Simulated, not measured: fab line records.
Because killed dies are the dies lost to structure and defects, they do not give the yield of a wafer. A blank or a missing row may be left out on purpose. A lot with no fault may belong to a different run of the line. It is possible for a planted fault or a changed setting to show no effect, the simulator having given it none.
A struck lot beside a sound one    flow sfqLine    14 steps out of a route of 325
Sound: wafers L816.1, L816.4, L816.6. Struck: wafers L820.1, L820.4. (L820.6 of the same lot was not struck and is left out.) The cause comes at the end.
Order at every step that has rows: each side's tool, ch and its chambers, its first start. Under that, the readings that differ: sound wafers    struck wafers    difference of the means    sigmas: that difference in standard deviations of wafers without a fault.
alike: same words and numbers on both sides, and readings whose means sit less than 2 such deviations apart. not compared: any withheld reading, any reading some wafer has no value for, any bound like >300 that may hide the same value, and any number with overlapping values for which the record gives no deviation.
Wherever a step has rows on one side only, a row that says differs or no value, or a row with sigmas, the two part there. When numbers do not overlap yet have no deviation, they are printed without sigmas and do not part them. A reading missing from all wafers of one side parts the sides only when that side holds two or more wafers.

SFQ_INCOMING_BOW_MEAS_900:
  sound on filmMetro-01 at day 3 02:00; struck on filmMetro-03 at day 3 22:00
  alike: INCOMING_BOW
then, 1 step without rows for these wafers: SFQ_TRILAYER_INCOMING_OXIDATION_002 (target thk 500 nm, ox time 4939 s).
SFQ_TRILAYER_L0_DEP_SPUTTER_003: material MoNx KI, target thk 40 nm, time 100 s.
  sound on pvdSputter-04 at day 3 04:29; struck on pvdSputter-06 at day 4 00:29
  alike: throttleValvePct
SFQ_L0_RS_MEAS_901: a four-point-probe measurement.
  sound on filmMetro-04 at day 3 04:34; struck on filmMetro-02 at day 4 00:34
  alike: L0_MONX_KI_RS
SFQ_L0_THK_MEAS_902: measures by xrf.
  sound on filmMetro-04 at day 3 04:41; struck on filmMetro-02 at day 4 00:41
  alike: L0_MONX_KI_THK
then, 6 steps without rows for these wafers: SFQ_TRILAYER_L0_LITHO_COAT_010 (resist thk 62 nm); SFQ_TRILAYER_L0_LITHO_COAT_005 (resist thk 600 nm); SFQ_TRILAYER_L0_LITHO_SOFTBAKE_009; SFQ_TRILAYER_L0_LITHO_EXPOSE_006 (exposes mask L0, target cd 2000 nm); SFQ_TRILAYER_L0_LITHO_PEB_008 (peb time 60 s); SFQ_TRILAYER_L0_LITHO_DEVELOP_007 (time 60 s).
-- the record jumps here: 3 days lie between the struck wafers' starts before and after --
SFQ_TRILAYER_L0_BARC_OPEN_METAL_ETCH_010: etches BARC in O2, target depth 125 nm, time 41.7 s.
  sound on rieMetal-01 ch 0, day 6 07:18; struck on rieMetal-01 ch 1, day 7 08:25
reading                                             sound              struck       difference  sigmas
model.KrF_of_TRILAYER_L0_LITHO_COAT_005.thkNm (nm)  522.6 521.9 522.6  535.6 537.4  +14.1       
  alike: drypumpMotorCurrentA, oesProductAu
  not compared: rfHoursCounterH
SFQ_TRILAYER_L0_ETCH_METAL_ETCH_008: etches MoNx KI in SF6/O2, stops on SiO2, target depth 50 nm, time 25 s.
  sound on rieMetal-01 ch 0, day 6 07:25; struck on rieMetal-01 ch 1, day 7 08:29
reading                                             sound              struck     difference  sigmas
drypumpMotorCurrentA (A)                            5.2 5.2 5.2        6.0 6.0    +0.8        +2
model.KrF_of_TRILAYER_L0_LITHO_COAT_005.thkNm (nm)  480.8 480.3 480.7  495 496.8  +15         
  alike: oesProductAu
  not compared: rfHoursCounterH
SFQ_TRILAYER_L0_STRIP_STRIP_009: strips in O2.
  sound on rieMetal-01 ch 0, day 6 07:31; struck on rieMetal-01 ch 1, day 7 08:32
reading                   sound        struck   difference  sigmas
drypumpMotorCurrentA (A)  5.2 5.2 5.2  6.0 6.0  +0.8        +2
  alike: oesProductAu
  not compared: rfHoursCounterH

## WHERE THEY PART
Earliest at SFQ_TRILAYER_L0_ETCH_METAL_ETCH_008; latest, in this record, at SFQ_TRILAYER_L0_STRIP_STRIP_009.

WHY: the cause the simulator had injected
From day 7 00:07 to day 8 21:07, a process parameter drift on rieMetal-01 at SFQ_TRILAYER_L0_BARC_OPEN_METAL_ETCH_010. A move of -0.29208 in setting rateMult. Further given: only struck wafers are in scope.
